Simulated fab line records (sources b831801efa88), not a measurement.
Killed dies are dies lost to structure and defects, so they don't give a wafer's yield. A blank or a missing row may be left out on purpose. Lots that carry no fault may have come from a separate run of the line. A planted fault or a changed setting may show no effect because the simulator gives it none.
Struck lot and sound lot, side by side | flow sky130 | 14 out of 708 route steps
Sound: these wafers, L190.1, L190.2, L190.5. Wafers L200.1, L200.3, L200.5 were the ones struck. The cause comes at the end.
Each step with rows lists, per side, the tool, then ch with its chambers, then its first start. Under that, the readings that differ: sound wafers | struck wafers | difference of the means | sigmas: that difference in standard deviations of wafers without a fault.
alike: words and numbers the same on both sides, and readings whose means are apart by under 2 such deviations; not compared: readings that were withheld, readings missing a value for some wafer, numbers with overlapping values and no deviation given by the record, and bounds like >300 which may hide the same value.
The two part at a step that has a row with sigmas, a row that says differs or no value, or rows on one side only. Non-overlapping numbers with no deviation appear without sigmas and do not part them. Lack of a reading on every wafer of one side parts them only where that side has two or more wafers.

first, 2 steps without rows for these wafers: SKY_LDD_HVP_PEB_05; SKY_LDD_HVP_DEVELOP_06 (develop time 60 s).
SKY_LDD_HVP_OVL_MEAS_07:
  struck on overlay-02, day 28 07:19; sound on overlay-02, day 24 23:10
  alike: LDD_HVP_OVL
following that, these wafers have no rows for 1 step: SKY_LDD_HVP_IMPLANT_08.
SKY_LDD_HVP_STRIP_09: strips in O2/N2.
  sound on plasma-asher-04 ch 0,1, day 24 23:21; struck on plasma-asher-04 ch 0,1, day 28 07:30
  alike: drypump-motor-current-A, oes-product-au, strip-time-to-endpoint-s
  not compared: rf-hours-counter-h
SKY_LDD_HVP_TW_MEAS_10:
  struck on film-metro-04, day 28 07:36; sound on film-metro-03, day 24 23:27
  alike: LDD_HVP_TW
then, 6 steps without rows for these wafers: SKY_LDD_LDN_DEHYDRATE_00 (time 60 s); SKY_LDD_LDN_HMDS_01 (prime time 60 s); SKY_LDD_LDN_COAT_02 (resist thk 1140 nm); SKY_LDD_LDN_SOFTBAKE_03 (time 60 s); SKY_LDD_LDN_EXPOSE_04 (exposes mask LDNTM, target cd 700 nm); SKY_LDD_LDN_PEB_05.
SKY_LDD_LDN_DEVELOP_06: develop time 60 s.
  sound on litho-track-02 ch 0, day 26 03:58; struck on litho-track-03, day 29 10:23
  no value came back on the struck wafers for chill-plate-temp-C (C), develop-time-s (s); on the sound wafers chill-plate-temp-C (C) reads 23.15 22.96 22.87
SKY_LDD_LDN_OVL_MEAS_07:
  struck on overlay-02, day 29 10:32; sound on overlay-01, day 26 04:07
  reading          | sound         | struck | difference                    | sigmas
  LDD_LDN_OVL (nm) | -1.3 -2.9 0.1 | - - -  | no value on the struck wafers |

## WHERE THEY PART
Earliest at SKY_LDD_LDN_DEVELOP_06; latest, in this record, at SKY_LDD_LDN_OVL_MEAS_07.

WHY: the cause the simulator had injected
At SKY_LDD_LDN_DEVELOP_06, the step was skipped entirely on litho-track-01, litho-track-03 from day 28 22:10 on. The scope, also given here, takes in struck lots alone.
